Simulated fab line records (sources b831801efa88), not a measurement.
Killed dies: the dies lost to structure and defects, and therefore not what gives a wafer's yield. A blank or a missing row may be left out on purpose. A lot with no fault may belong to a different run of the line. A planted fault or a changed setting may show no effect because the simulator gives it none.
Struck lot and sound lot, side by side    flow sky130    31 out of 708 route steps
Sound: wafers L429.2, L429.5, L429.6. Wafers struck: L437.2, L437.3, L437.6. The cause is named last.
For every step that has rows: the tool of each side, followed by ch and its chambers, followed by its first start. Under that, the readings that differ: sound wafers    struck wafers    difference of the means    sigmas: that difference in standard deviations of wafers without a fault.
alike: same words and numbers on both sides, and readings whose means sit less than 2 such deviations apart. not compared: any withheld reading, any reading some wafer has no value for, any bound like >300 that may hide the same value, and any number with overlapping values for which the record gives no deviation.
Wherever a step has rows on one side only, a row that says differs or no value, or a row with sigmas, the two part there. Non-overlapping numbers with no deviation appear without sigmas and do not part them. Lack of a reading on every wafer of one side parts them only where that side has two or more wafers.

SKY_PWDE_OVL_MEAS_07:
  sound: overlay-02 at day 4 14:21; struck: overlay-02 at day 6 08:23
  alike: PWDE_OVL
next, for these wafers, 1 step has no rows: SKY_PWDE_IMPLANT_08.
SKY_PWDE_STRIP_09: strips in O2/N2.
  sound on plasma-asher-01 ch 0,1, day 4 14:32; struck on plasma-asher-04 ch 0,1, day 6 08:34
  alike: drypump-motor-current-A, oes-product-au, strip-time-to-endpoint-s
  not compared: rf-hours-counter-h
SKY_PWDE_TW_MEAS_10:
  sound: film-metro-01 at day 4 14:38; struck: film-metro-02 at day 6 08:41
  alike: PWDE_TW
then, 7 steps without rows for these wafers: SKY_NWELL_DEHYDRATE_03 (time 60 s); SKY_NWELL_HMDS_04 (prime time 60 s); SKY_NWELL_COAT_05 (resist thk 3000 nm); SKY_NWELL_SOFTBAKE_06; SKY_NWELL_EXPOSE_07 (exposes mask NWM, target cd 840 nm); SKY_NWELL_PEB_08; SKY_NWELL_DEVELOP_09 (develop time 60 s).
SKY_NWELL_OVL_MEAS_10:
  sound: overlay-02 at day 5 07:44; struck: overlay-01 at day 7 03:27
  alike: NWELL_00_OVL
SKY_NWELL_IMPLANT_11:
  sound on implanter-01 ch 0, day 5 07:47; struck on implanter-01 ch 0, day 7 03:30
reading             sound              struck             difference  sigmas
beam-on-s (s)       9.65 10.06 10.17   8.02 7.85 7.88     -2.04       -10
faraday-current-uA  110.9 106.2 104.9  133.1 136.2 135.2  +27.5       +12
then, 2 steps without rows for these wafers: SKY_NWELL_IMPLANT_12; SKY_NWELL_IMPLANT_13.
SKY_NWELL_STRIP_14: strips in O2/N2.
  sound on plasma-asher-02 ch 0,1, day 5 08:13; struck on plasma-asher-03 ch 0,1, day 7 03:56
  alike: drypump-motor-current-A, oes-product-au, strip-time-to-endpoint-s
  not compared: rf-hours-counter-h
SKY_NWELL_TW_MEAS_15:
  sound: film-metro-01 at day 5 08:20; struck: film-metro-02 at day 7 04:16
reading   sound           struck          difference  sigmas
NWELL_TW  1829 1817 1827  1703 1701 1704  -122        -11
  not compared: hold
then, 6 steps without rows for these wafers: SKY_NWELL_HMDS_17 (prime time 60 s); SKY_NWELL_COAT_18 (resist thk 3000 nm); SKY_NWELL_SOFTBAKE_19; SKY_NWELL_EXPOSE_20 (exposes mask NWM COMPLEMENT, target cd 840 nm); SKY_NWELL_PEB_21; SKY_NWELL_DEVELOP_22 (develop time 60 s).
SKY_NWELL_OVL_MEAS_23:
  sound: overlay-01 at day 6 02:00; struck: overlay-01 at day 7 23:24
  alike: NWELL_01_OVL
next, for these wafers, 1 step has no rows: SKY_NWELL_IMPLANT_24.
SKY_NWELL_STRIP_25: strips in O2/N2.
  sound on plasma-asher-01 ch 0,1, day 6 02:11; struck on plasma-asher-02 ch 0,1, day 7 23:35
  alike: drypump-motor-current-A, oes-product-au, strip-time-to-endpoint-s
  not compared: rf-hours-counter-h
SKY_NWELL_TW_MEAS_26:
  sound: film-metro-02 at day 6 02:17; struck: film-metro-01 at day 7 23:41
  alike: NWELL_2_TW
then, 1 step without rows for these wafers: SKY_NWELL_CLEAN_27 (cleans in SC1/SC2, time 150 s).
SKY_NWELL_RTA_28: time 30 s.
  sound on rtp-anneal-01 ch 0, day 6 02:25; struck on rtp-anneal-01 ch 0, day 7 23:48
  alike: lamp-power-pct, wafer_temp_C_max
SKY_NWELL_RS_MEAS_29: measurement is done with a four-point probe.
  sound: film-metro-04 at day 6 02:31; struck: film-metro-04 at day 8 00:16
reading            sound              struck             difference  sigmas
NWELL_RS (ohm/sq)  622.0 622.8 623.3  718.6 719.0 719.6  +96.4       +51
  not compared: hold
SKY_PAD_OPEN_PROBE_99:
  the record has rows for the sound wafers here (prober-02, day 46 23:34) and none for the struck ones

## WHERE THEY PART
At SKY_NWELL_IMPLANT_11 first; at SKY_PAD_OPEN_PROBE_99 last (within this record only).

WHY: whatever the simulator had introduced
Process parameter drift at SKY_NWELL_IMPLANT_11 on implanter-01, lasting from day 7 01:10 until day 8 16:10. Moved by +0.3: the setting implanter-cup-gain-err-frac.
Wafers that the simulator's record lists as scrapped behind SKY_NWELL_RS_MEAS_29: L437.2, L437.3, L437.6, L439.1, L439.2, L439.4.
